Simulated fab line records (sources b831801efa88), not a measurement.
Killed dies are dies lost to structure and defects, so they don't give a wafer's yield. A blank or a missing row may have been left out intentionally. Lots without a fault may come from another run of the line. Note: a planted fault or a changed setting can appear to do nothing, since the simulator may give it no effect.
What tool caused it?	flow gf180mcu	12 lots with 36 wafers sampled at 4 steps, on a route of 602 steps

WHAT EACH GAUGE READ, for each wafer
GF_CONTACT_THK_MEAS_01. Usual: CONTACT_CVD_00_THK gives 299.5 nm (standard deviation 3).
lot	measured	on	CONTACT_CVD_00_THK (nm)	flag
L385	day 14 22:09	film metro-02	292.8 298.3 297.1	
L387	day 15 19:50	film metro-02	298.5 299.3 300.5	
L388	day 16 01:07	film metro-04	297.5 303.7 303.9	
L392	day 17 12:35	film metro-04	297.6 299.1 300.0	
L394	day 18 09:19	film metro-04	298.7 300.1 299.0	
L395	day 18 20:16	film metro-03	302.2 302.8 299.7	
L400	day 20 18:28	film metro-03	301.2 303.5 300.5	
L402	day 21 11:21	film metro-04	303.6 301.5 297.5	
L403	day 22 00:18	film metro-03	294.7 298.6 295.8	
L405	day 22 15:30	film metro-02	297.4 300.7 300.4	
L406	day 22 20:05	film metro-03	296.1 296.7 297.1	
L408	day 23 06:39	film metro-02	300.2 299.2 299.3	

GF_M1_CD_MEAS_14: target cd 230 nm. Usual: cd nm 230.3 nm, standard deviation 1.2.
lot	measured	on	cd nm (nm)	flag
L385	day 16 20:30	cd sem-01	230.8 230.7 229.8	
L387	day 17 19:48	cd sem-02	229.1 229.1 230.1	
L388	day 18 00:59	cd sem-01	231.8 231.7 232.0	
L392	day 19 13:59	cd sem-01	231.4 230.9 230.5	
L394	day 20 12:07	cd sem-02	234.1 234.7 233.8	OFF
L395	day 20 22:27	cd sem-01	234.5 234.4 234.2	OFF
L400	day 22 19:43	cd sem-02	230.5 229.7 230.5	
L402	day 23 11:40	cd sem-02	230.1 230.4 231.0	
L403	day 24 00:40	cd sem-01	230.2 228.4 229.5	
L405	day 24 14:17	cd sem-02	229.6 228.6 230.2	
L406	day 24 19:07	cd sem-01	230.4 229.8 230.5	
L408	day 25 04:57	cd sem-02	231.0 230.8 229.8	

EACH LOT AND THE TOOL THAT RAN IT (in order: tool; ch and the chambers of the sampled wafers; start)
lot	GF_CONTACT_SPUTTER_22	GF_M1_SOFTBAKE_10
L385	pvd sputter-03, day 15 21:10	litho track-04 ch 0, day 16 08:49
L387	pvd sputter-02, day 16 19:26	litho track-01 ch 0, day 17 07:32
L388	pvd sputter-02, day 17 00:56	litho track-02 ch 0, day 17 13:09
L392	pvd sputter-03, day 18 12:56	litho track-02 ch 0, day 19 02:06
L394	pvd sputter-04, day 19 10:34	litho track-02 ch 0, day 20 00:01
L395	pvd sputter-03, day 19 21:51	litho track-02 ch 0, day 20 10:22
L400	pvd sputter-02, day 21 19:29	litho track-04 ch 0, day 22 08:31
L402	pvd sputter-02, day 22 11:57	litho track-02 ch 0, day 23 00:30
L403	pvd sputter-03, day 23 00:55	litho track-04 ch 0, day 23 13:22
L405	pvd sputter-02, day 23 15:16	litho track-04 ch 0, day 24 03:05
L406	pvd sputter-02, day 23 20:10	litho track-02 ch 0, day 24 08:37
L408	pvd sputter-02, day 24 06:16	litho track-04 ch 0, day 24 17:26
- GF_CONTACT_SPUTTER_22: material Ti, target thk 15 nm, time 80.02 s.
- GF_M1_SOFTBAKE_10: time 60 s.

WHAT THE TOOLS THEMSELVES READ (means of the sampled wafers that have a number; where no wafer has one, the mark that the record gives instead)
GF_CONTACT_SPUTTER_22. Usual: throttle valve pct 30.0 %, standard deviation 0.81.
lot	tool	throttle valve pct (%)	flag
L385	pvd sputter-03	30.1	
L387	pvd sputter-02	29.8	
L388	pvd sputter-02	29.7	
L392	pvd sputter-03	29.6	
L394	pvd sputter-04	30.4	
L395	pvd sputter-03	31.0	
L400	pvd sputter-02	29.9	
L402	pvd sputter-02	29.9	
L403	pvd sputter-03	30.3	
L405	pvd sputter-02	29.9	
L406	pvd sputter-02	29.7	
L408	pvd sputter-02	29.2	

GF_M1_SOFTBAKE_10. Usual: exhaust pa 44.9 Pa, standard deviation 0.82; heater power total W 93.04 W, standard deviation 0.061; plate temp C 129.97 C, standard deviation 0.13.
lot	tool	exhaust pa (Pa)	heater power total W (W)	plate temp C (C)	flag
L385	litho track-04	44.1	93.06	129.90	
L387	litho track-01	43.9	93.08	129.98	
L388	litho track-02	45.1	92.98	129.87	
L392	litho track-02	45.3	93.01	130.02	
L394	litho track-02	45.8	91.78	128.77	OFF
L395	litho track-02	45.0	91.66	128.74	OFF
L400	litho track-04	44.4	93.05	129.90	
L402	litho track-02	45.6	93.05	129.92	
L403	litho track-04	46.1	93.00	130.00	
L405	litho track-04	45.4	93.11	129.84	
L406	litho track-02	44.1	93.05	130.09	
L408	litho track-04	45.5	93.04	129.96	

THE ANSWER, worked out from the rows above alone
Rule: a lot counts as off when the mean over its wafers that have a number is more than 3 standard deviations away from the usual mean. A lot without any number at a reading at which 4 lots or more have one is off too. Any other lot the step has rows for is counted as sound. After the gauges, taken in route order, come the tools' own readings; for these a lot's mean is taken, as printed above. At the first step where some lot is off, the reading lying furthest off is the one used; lots without a number count as furthest.
Off at GF_M1_CD_MEAS_14 (cd nm): L394, L395.
If a tool, at a process step before that reading, ran all the lots that are off and no sound lot after the first of them, it fits. The gauges at GF_M1_CD_MEAS_14 aren't tried: what is off there is off at GF_M1_SOFTBAKE_10 too, on other tools, and a gauge's error can't cause that. No candidate that was tried fits.

WHAT THE SIMULATOR HAD INSERTED
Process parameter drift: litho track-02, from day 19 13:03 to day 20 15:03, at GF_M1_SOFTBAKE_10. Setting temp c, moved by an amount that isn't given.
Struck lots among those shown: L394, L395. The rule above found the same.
